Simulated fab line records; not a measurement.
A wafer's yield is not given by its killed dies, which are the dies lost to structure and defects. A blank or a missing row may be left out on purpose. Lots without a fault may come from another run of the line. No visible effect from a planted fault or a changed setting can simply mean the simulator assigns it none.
Which tool is to blame?    flow sky130    Sampling: 24 lots, 72 wafers, 4 of 708 route steps

== WHAT THE GAUGES SHOWED, per wafer ==
SKY_VT_ADJUST_HVTP_TW_MEAS_11. Usual: for VT_ADJUST_HVTP_TW the level is 1355 and the standard deviation is 8.2.
lot   measured      on             VT_ADJUST_HVTP_TW  flag
L074  day 6 04:17   film-metro-01  1360 1358 1354     
L075  day 6 12:44   film-metro-03  1348 1356 1352     
L076  day 6 19:15   film-metro-03  1353 1356 1344     
L077  day 7 02:00   film-metro-01  1353 1355 1359     
L078  day 7 04:43   film-metro-03  1352 1351 1351     
L079  day 7 11:25   film-metro-03  1354 1340 1346     
L080  day 7 15:56   film-metro-03  1355 1345 1347     
L081  day 7 21:38   film-metro-01  1362 1369 1364     
L082  day 8 11:50   film-metro-03  1343 1344 1349     
L083  day 8 13:36   film-metro-01  1361 1362 1363     
L084  day 8 22:03   film-metro-03  1350 1346 1353     
L085  day 9 01:29   film-metro-01  1355 1356 1363     
L086  day 9 08:54   film-metro-03  1349 1343 1346     
L087  day 9 17:46   film-metro-01  1358 1357 1359     
L088  day 9 23:13   film-metro-01  1356 1358 1361     
L089  day 10 06:02  film-metro-03  1349 1344 1345     
L090  day 10 09:04  film-metro-03  1349 1352 1352     
L091  day 10 14:08  film-metro-01  1368 1365 1362     
L092  day 10 22:16  film-metro-01  1373 1365 1369     
L093  day 11 06:35  film-metro-03  1346 1345 1349     
L094  day 11 13:26  film-metro-04  1363 1363 1374     
L095  day 12 00:38  film-metro-03  1350 1358 1346     
L096  day 12 07:42  film-metro-01  1358 1361 1360     
L097  day 12 11:31  film-metro-01  1358 1352 1358     

SKY_SD_N_RS_MEAS_18: measures by four-point-probe. Usual: for RES_XHIGH_RS the level is 333.1 ohm/sq and the standard deviation is 1.
lot   measured      on             RES_XHIGH_RS (ohm/sq)  flag
L074  day 28 01:43  film-metro-01  332.9 332.4 333.4      
L075  day 28 12:37  film-metro-03  334.7 333.7 332.4      
L076  day 29 07:35  film-metro-01  333.2 333.7 333.9      
L077  day 29 12:19  film-metro-01  333.4 331.1 332.3      
L078  day 29 16:22  film-metro-01  333.6 333.0 333.4      
L079  day 30 00:06  film-metro-01  331.7 332.9 332.2      
L080  day 30 09:25  film-metro-03  333.0 335.0 333.8      
L081  day 30 13:04  film-metro-01  332.7 331.3 333.1      
L082  day 31 11:13  film-metro-04  332.0 333.4 331.8      
L083  day 31 10:06  film-metro-01  332.3 332.4 333.4      
L084  day 31 19:08  film-metro-01  331.8 330.7 331.4      
L085  day 32 03:37  film-metro-01  333.9 332.1 332.9      
L086  day 32 22:05  film-metro-03  335.9 334.0 334.9      
L087  day 32 23:59  film-metro-01  332.8 332.9 332.0      
L088  day 33 01:41  film-metro-03  332.9 332.7 332.4      
L089  day 33 03:58  film-metro-01  334.2 332.4 334.5      
L090  day 33 17:31  film-metro-04  335.6 335.1 334.2      
L091  day 33 18:22  film-metro-03  331.7 332.0 332.8      
L092  day 33 22:41  film-metro-04  332.1 329.2 331.5      
L093  day 34 14:10  film-metro-01  332.7 333.1 333.7      
L094  day 34 21:08  film-metro-01  335.5 333.7 334.2      
L095  day 35 09:06  film-metro-01  335.1 332.9 334.1      
L096  day 35 14:38  film-metro-01  332.1 332.3 332.4      
L097  day 35 18:17  film-metro-03  333.5 333.7 333.6      

SKY_METAL1_OVL_MEAS_16. Usual: for METAL1_OVL the level is -4 nm and the standard deviation is 6.
lot   measured      on          METAL1_OVL (nm)  flag
L074  day 32 23:11  overlay-01  -9 -8 -18        
L075  day 33 10:11  overlay-02  -4 -7 -4         
L076  day 34 02:51  overlay-01  5 -2 -4          
L077  day 34 08:51  overlay-02  -1 -5 -3         
L078  day 34 11:29  overlay-01  -5 0 -1          
L079  day 34 18:09  overlay-02  -7 -9 -8         
L080  day 35 04:47  overlay-02  1 -6 3           
L081  day 35 07:32  overlay-02  4 4 7            
L082  day 36 04:54  overlay-01  -10 -6 -2        
L083  day 36 04:23  overlay-02  0 0 -1           
L084  day 36 12:31  overlay-02  -3 -1 -4         
L085  day 36 19:15  overlay-02  -9 -13 -11       
L086  day 37 14:07  overlay-02  -12 -16 -14      
L087  day 37 16:12  overlay-02  3 7 2            
L088  day 37 17:35  overlay-01  -5 -3 -7         
L089  day 37 20:17  overlay-01  -3 -9 -6         
L090  day 38 09:16  overlay-02  2 5 3            
L091  day 38 10:53  overlay-02  -5 -10 -8        
L092  day 38 13:30  overlay-02  2 -10 -10        
L093  day 39 03:24  overlay-01  0 5 9            
L094  day 39 09:32  overlay-01  0 6 5            
L095  day 39 22:18  overlay-01  -9 -9 -8         
L096  day 40 03:42  overlay-02  5 -2 1           
L097  day 40 06:56  overlay-02  -8 -11 -7        

== WHAT TOOL EACH LOT RAN ON (gives the tool, then ch and the chambers of the sampled wafers, and finally the start) ==
lot   SKY_CONTACT_ETCH_16
L074  rie-diel-02 ch 0,2,3, day 31 18:26
L075  rie-diel-04 ch 2,3, day 32 05:15
L076  rie-diel-02 ch 1,2,3, day 32 21:50
L077  rie-diel-01 ch 1,2,3, day 33 04:14
L078  rie-diel-02 ch 0,2,3, day 33 06:57
L079  rie-diel-04 ch 1,2,3, day 33 13:56
L080  rie-diel-04 ch 0,2,3, day 33 23:45
L081  rie-diel-01 ch 2,3, day 34 02:45
L082  rie-diel-04 ch 1,3, day 35 00:29
L083  rie-diel-02 ch 0,2,3, day 34 23:35
L084  rie-diel-01 ch 1,2, day 35 07:59
L085  rie-diel-02 ch 0,3, day 35 15:26
L086  rie-diel-04 ch 0,2, day 36 10:38
L087  rie-diel-01 ch 0,2,3, day 36 12:06
L088  rie-diel-01 ch 1,2,3, day 36 13:36
L089  rie-diel-02 ch 1,2,3, day 36 16:11
L090  rie-diel-02 ch 2,3, day 37 05:17
L091  rie-diel-04 ch 1,2, day 37 06:47
L092  rie-diel-01 ch 0,1,2, day 37 10:02
L093  rie-diel-04 ch 0,2, day 38 00:18
L094  rie-diel-04 ch 0,2,3, day 38 07:32
L095  rie-diel-02 ch 0,3, day 38 20:05
L096  rie-diel-04 ch 1,2, day 39 01:02
L097  rie-diel-01 ch 0,1,3, day 39 03:47
- SKY_CONTACT_ETCH_16: etches BARC in N2/H2, stops on SiO2, time 45.9 s, target depth 60 nm.

== WHAT THE TOOLS THEMSELVES READ (means of the sampled wafers that have a number; where no wafer has one, the mark that the record gives instead) ==
SKY_CONTACT_ETCH_16. Usual: drypump-motor-current-A 5.6 A, standard deviation 0.53; oes-product-au 0.855 a.u., standard deviation 0.0045; throttle-valve-pct 13.225 %, standard deviation 0.0089.
lot   tool         drypump-motor-current-A (A)  oes-product-au (a.u.)  throttle-valve-pct (%)  flag
L074  rie-diel-02  5.1                          0.857                  13.223                  
L075  rie-diel-04  5.6                          0.851                  13.228                  
L076  rie-diel-02  5.5                          0.853                  13.225                  
L077  rie-diel-01  5.7                          0.852                  13.218                  
L078  rie-diel-02  5.1                          0.857                  13.224                  
L079  rie-diel-04  5.8                          0.856                  13.223                  
L080  rie-diel-04  5.7                          0.851                  13.220                  
L081  rie-diel-01  6.2                          0.856                  13.226                  
L082  rie-diel-04  5.9                          0.854                  13.228                  
L083  rie-diel-02  5.1                          0.854                  13.229                  
L084  rie-diel-01  5.2                          0.858                  13.224                  
L085  rie-diel-02  4.9                          0.856                  13.220                  
L086  rie-diel-04  5.7                          0.857                  13.224                  
L087  rie-diel-01  5.9                          0.858                  13.222                  
L088  rie-diel-01  5.7                          0.848                  13.222                  
L089  rie-diel-02  5.6                          0.857                  13.227                  
L090  rie-diel-02  5.2                          0.851                  13.221                  
L091  rie-diel-04  6.0                          0.853                  13.228                  
L092  rie-diel-01  5.4                          0.856                  13.226                  
L093  rie-diel-04  5.8                          0.857                  13.222                  
L094  rie-diel-04  5.7                          0.856                  13.229                  
L095  rie-diel-02  5.0                          0.853                  13.226                  
L096  rie-diel-04  6.0                          0.857                  13.217                  
L097  rie-diel-01  5.9                          0.856                  13.228                  

== THE ANSWER, worked out from the rows above alone ==
Rule: a lot counts as off when the mean over its wafers that have a number is more than 3 standard deviations away from the usual mean. Also off: a lot with no number at a reading for which 4 or more lots have one. All remaining lots with rows at the step are treated as sound. First the gauges in route order, then the tools' own readings, where a lot's mean is used as printed above. At the first step where some lot is off, the reading lying furthest off is the one used; lots without a number count as furthest.
None of the lots is off at any reading shown; this tells nothing.

== WHAT THE SIMULATOR HAD PUT IN ==
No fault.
